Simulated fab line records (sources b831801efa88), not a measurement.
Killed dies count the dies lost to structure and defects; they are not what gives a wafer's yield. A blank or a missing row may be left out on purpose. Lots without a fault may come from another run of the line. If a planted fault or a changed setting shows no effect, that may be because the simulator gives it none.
One fault through the eyes of 2 desks -- flow sky130 -- each desk has only its own numbers; what lay behind them comes last

== METROLOGY DESK ==
What the gauges read, lot by lot, whatever tool the lot ran on: means of the sampled wafers that have a number. Marked OUT: a lot whose mean sits more than 4 standard deviations from the usual mean, which makes it out of limits; the brackets give that distance.
Columns: A = METAL4_OVL at SKY_METAL4_OVL_MEAS_14, usual -3 nm
lot,first seen here,A
L532,day 42 02:05,-2
L531,day 42 03:14,-5
L534,day 42 15:17,-3
L535,day 42 22:41,-5
L536,day 43 13:53,-7
L538,day 43 17:45,-8
L537,day 43 21:27,-2
L541,day 44 16:38,-5
L542,day 44 17:57,-5
L548,day 46 10:55,-4
L550,day 46 19:47,-9
L553,day 47 07:08,10
Finding of this desk: none of the 12 lots has anything out of limits.

== DESK OF THE TOOL OWNER: plasma asher-03 ==
The tool's own readings at SKY_METAL5_STRIP_16 (strips in O2/N2): means of the sampled wafers that have a number, for each lot that ran on this tool. Marked OUT: a lot whose mean sits more than 4 standard deviations from the usual mean, which makes it out of limits; the brackets give that distance.
Columns: A = drypump motor current A at SKY_METAL5_STRIP_16, usual 5.90 A; B = oes product au at SKY_METAL5_STRIP_16, usual 0.711 a.u.; C = strip time to endpoint s at SKY_METAL5_STRIP_16, usual 13.09 s
lot,first seen here,A,B,C
L534,day 44 17:16,6.04,0.708,13.15
L536,day 45 15:41,6.13,0.715,13.11
L538,day 45 17:56,6.17,0.712,13.18
L542,day 46 15:50,6.11,0.716,13.06
Finding of this desk: none of the 4 lots has anything out of limits.

== ALL TOGETHER ==
The metrology desk saw nothing out of limits.
The desk of the tool owner found nothing out of limits.

== WHAT WAS PUT IN BY THE SIMULATOR ==
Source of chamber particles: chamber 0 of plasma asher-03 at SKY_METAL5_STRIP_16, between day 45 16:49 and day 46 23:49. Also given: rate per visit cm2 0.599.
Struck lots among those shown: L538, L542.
